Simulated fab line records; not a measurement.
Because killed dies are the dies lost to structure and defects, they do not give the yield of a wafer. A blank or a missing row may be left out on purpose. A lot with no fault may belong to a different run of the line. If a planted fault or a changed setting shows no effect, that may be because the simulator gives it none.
Matching of chambers :: flow gf180mcu :: pecvd-03 running GF_V4_CVD_02: 3 sister chambers
The step deposits SiO2 from TEOS, target thk 850 nm, time 94.851 s. 5 wafers are shown with their chamber, then 7 later ones without.

WAFERS WITH THEIR CHAMBER
wafer: L927.2
chamber: 1
rf-fwd-power-W (W): 591.3
heater-power-w (W): 704

wafer: L927.5
chamber: 0
rf-fwd-power-W (W): 596.7
heater-power-w (W): 602

wafer: L927.6
chamber: 2
rf-fwd-power-W (W): 592.8
heater-power-w (W): 673

wafer: L929.1
chamber: 1
rf-fwd-power-W (W): 594.5
heater-power-w (W): 721

wafer: L929.4
chamber: 0
rf-fwd-power-W (W): 593.6
heater-power-w (W): 759

WAFERS WHOSE CHAMBER IS MISSING
wafer: L929.5
rf-fwd-power-W (W): 594.8
heater-power-w (W): 652

wafer: L938.2
rf-fwd-power-W (W): 594.8
heater-power-w (W): 686

wafer: L938.5
rf-fwd-power-W (W): 597.1
heater-power-w (W): 710

wafer: L938.6
rf-fwd-power-W (W): 593.8
heater-power-w (W): 708

wafer: L940.1
rf-fwd-power-W (W): 597.6
heater-power-w (W): 655

wafer: L940.3
rf-fwd-power-W (W): 598.5
heater-power-w (W): 708

wafer: L940.4
rf-fwd-power-W (W): 596.6
heater-power-w (W): 691

WHICH CHAMBER EACH ONE RAN IN
wafer: L929.5
from the rows above: can't be placed: 0 or 2 or 1
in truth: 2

wafer: L938.2
from the rows above: can't be placed: 0 or 2 or 1
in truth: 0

wafer: L938.5
from the rows above: can't be placed: 0 or 1 or 2
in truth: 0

wafer: L938.6
from the rows above: can't be placed: 1 or 2 or 0
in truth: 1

wafer: L940.1
from the rows above: can't be placed: 0 or 2 or 1
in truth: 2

wafer: L940.3
from the rows above: can't be placed: 0 or 1 or 2
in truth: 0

wafer: L940.4
from the rows above: can't be placed: 0 or 1 or 2
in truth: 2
Correct placement for 0 of the 7. From these rows, 7 cannot be placed; in 7 the true chamber is one of the candidates. Placed wrongly: 0.
How it was worked out, from the rows above alone: a wafer's distance from a chamber is the root of the sum, over the readings, of the square of ((its reading less the chamber's mean) divided by the reading's scatter). If the next closest chamber is less than 2 further off than the closest, the wafer can't be placed; otherwise it belongs to the closest. For every chamber, the mean is computed from those of its wafers that are shown. The scatter: the root of (the sum of the squares of (reading less its chamber's mean) over the shown wafers, divided by (wafers less chambers)).
